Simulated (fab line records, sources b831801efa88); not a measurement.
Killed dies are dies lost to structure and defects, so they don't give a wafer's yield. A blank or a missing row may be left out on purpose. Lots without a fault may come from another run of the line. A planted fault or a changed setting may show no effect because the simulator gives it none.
A struck lot beside a sound one | flow sky130 | 32 steps out of a route of 708
Sound: wafers L399.4, L399.5, L399.6. Struck: wafers L407.2, L407.5, L407.6. The cause comes at the end.
At each step with rows: each side's tool, then ch and its chambers, then its first start. Under that, the readings that differ: sound wafers | struck wafers | difference of the means | sigmas: that difference in standard deviations of wafers without a fault.
alike: readings whose means differ by less than 2 such deviations, and words and numbers that are the same on both sides. not compared: withheld readings, readings that some wafer has no value for, bounds like >300 that may hide the same value, and numbers for which the record gives no deviation and whose values overlap.
The two part at a step that has a row with sigmas, a row that says differs or no value, or rows on one side only. Numbers that don't overlap but have no deviation are shown without sigmas and don't part them. A reading that every wafer of one side lacks parts them only if that side has two wafers or more.

first, 4 steps without rows for these wafers: SKY_VIA1_STRIP_17 (strips in post etch residue remover, time 1200 s); SKY_VIA1_CLEAN_18 (cleans in IPA, time 180 s); SKY_VIA1_CLEAN_19 (cleans in O3/DIW); SKY_VIA1_SPUTTER_20 (material TiN, target thk 20 nm, time 80 s).
SKY_VIA1_CVD_21: deposits W, target thk 270 nm, time 80.902 s.
  sound on cvd_w-01 ch 0,1, day 34 06:22; struck on cvd_w-01 ch 0,1, day 36 21:47
  alike: heater_power_w
SKY_VIA1_RS_MEAS_22: measures by four-point-probe.
  sound on film_metro-01, day 34 06:30; struck on film_metro-02, day 36 21:55
  alike: VIA1_W_RS
SKY_VIA1_THK_MEAS_23: measures by xrf.
  sound on film_metro-01, day 34 06:35; struck on film_metro-02, day 36 22:01
  alike: VIA1_W_THK
then, 1 step without rows for these wafers: SKY_VIA1_CMP_24 (polishes, stops on SiO2, t overpolish 15 s, target thk 0 nm).
SKY_METAL2_SPUTTER_00: material Ti, target thk 15 nm, time 10 s.
  sound on pvd_sputter-02, day 34 06:56; struck on pvd_sputter-01, day 36 22:22
  alike: chamber_pressure_pa, throttle_valve_pct
SKY_METAL2_SPUTTER_01: material TiN, target thk 20 nm, time 16.7 s.
  sound on pvd_sputter-02, day 34 06:58; struck on pvd_sputter-01, day 36 22:23
  alike: chamber_pressure_pa, throttle_valve_pct
then, 1 step without rows for these wafers: SKY_METAL2_SPUTTER_02 (material AlCu, target thk 250 nm, time 13.3 s).
SKY_METAL2_SPUTTER_03: material Ti, target thk 5 nm, time 3.3 s.
  sound on pvd_sputter-02, day 34 07:01; struck on pvd_sputter-01, day 36 22:26
  alike: chamber_pressure_pa, throttle_valve_pct
SKY_METAL2_SPUTTER_04: material TiN, target thk 70 nm, time 58.3 s.
  sound on pvd_sputter-02, day 34 07:02; struck on pvd_sputter-01, day 36 22:28
  reading                                    | sound                | struck               | difference | sigmas
  chamber_pressure_pa (Pa)                   | 0.4003 0.4004 0.3988 | 0.4822 0.4806 0.4827 | +0.0820    | +99 or more
  throttle_valve_pct (%)                     | 29.0 29.0 29.8       | 26.6 27.5 26.2       | -2.5       | -2
  model.TiN_of_METAL2_SPUTTER_04.thk_nm (nm) | 70.13 70.67 69.64    | 66.01 66.38 65.76    | -4.10      |
SKY_METAL2_RS_MEAS_05: measures by four-point-probe.
  sound on film_metro-04, day 34 07:08; struck on film_metro-04, day 36 22:32
  alike: METAL2_ALCU_RS
SKY_METAL2_THK_MEAS_06: measures by xrf.
  sound on film_metro-04, day 34 07:14; struck on film_metro-04, day 36 22:38
  alike: METAL2_ALCU_THK
then, 8 steps without rows for these wafers: SKY_METAL2_DEHYDRATE_07 (time 60 s); SKY_METAL2_HMDS_08 (prime time 60 s); SKY_METAL2_COAT_09 (resist thk 60 nm); SKY_METAL2_COAT_10 (resist thk 450 nm); SKY_METAL2_SOFTBAKE_11 (time 90 s); SKY_METAL2_EXPOSE_12 (exposes mask MM2, target cd 140 nm); SKY_METAL2_PEB_13; SKY_METAL2_DEVELOP_14 (develop time 60 s).
SKY_METAL2_CD_MEAS_15: target cd 140 nm.
  sound on cd_sem-01, day 35 09:57; struck on cd_sem-02, day 38 00:01
  alike: cd_nm
SKY_METAL2_OVL_MEAS_16:
  sound on overlay-01, day 35 10:02; struck on overlay-01, day 38 00:07
  alike: METAL2_OVL
then, 3 steps without rows for these wafers: SKY_METAL2_DESCUM_17 (chemistry O2, time 8 s); SKY_METAL2_ETCH_18 (etches BARC in N2/H2, stops on SiO2, time 45.9 s, target depth 60 nm); SKY_METAL2_METAL_ETCH_19 (etches the open film in Cl2/BCl3, stops on SiO2, target depth 360 nm, time 78 s).
SKY_METAL2_STRIP_20: strips in O2/N2.
  sound on plasma_asher-04 ch 0,1, day 35 10:16; struck on plasma_asher-02 ch 0,1, day 38 00:20
  alike: drypump_motor_current_A, oes_product_au, strip_time_to_endpoint_s
  not compared: rf_hours_counter_h
SKY_METAL2_STRIP_21: strips in post etch residue remover, time 1200 s.
  sound on wet_bench-03 ch 0, day 35 10:20; struck on wet_bench-04 ch 0, day 38 00:26
  reading                                    | sound             | struck            | difference | sigmas
  model.TiN_of_METAL2_SPUTTER_04.thk_nm (nm) | 69.71 70.26 69.22 | 65.59 65.96 65.33 | -4.10      |
  alike: temp_c
then, 1 step without rows for these wafers: SKY_METAL2_CLEAN_22 (cleans in IPA, time 180 s).
-- the record jumps here: 10 days lie between the struck wafers' starts before and after (it left off in module METAL2 and takes up again in module PAD_OPEN, whose first step shown is number 708 of the route) --
SKY_PAD_OPEN_PROBE_99:
  sound on prober-01, day 45 23:17; struck on prober-01, day 48 02:55
  alike: defect_limited_yield, killed_at_M0_to_M3, killed_at_M4_up, killed_at_contacts, killed_at_front_end, killed_at_other, killed_dies, killed_on_rim, killed_open, killed_short, sort_bin_3_pad_short, sort_bin_5_function, sort_bin_6_memory, sort_n_pass, sort_yield_pct

WHERE THEY PART
Only at SKY_METAL2_SPUTTER_04, within this record. Later steps at which nothing parts them and some readings are alike: SKY_METAL2_RS_MEAS_05, SKY_METAL2_THK_MEAS_06, SKY_METAL2_CD_MEAS_15, SKY_METAL2_OVL_MEAS_16, SKY_METAL2_STRIP_20, SKY_METAL2_STRIP_21, SKY_PAD_OPEN_PROBE_99.

WHY: what the simulator had put in
Process parameter drift: pvd_sputter-01, from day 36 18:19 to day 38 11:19, at SKY_METAL2_SPUTTER_04. Setting chamber_pressure_pa, moved by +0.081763, from 0.4. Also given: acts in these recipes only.
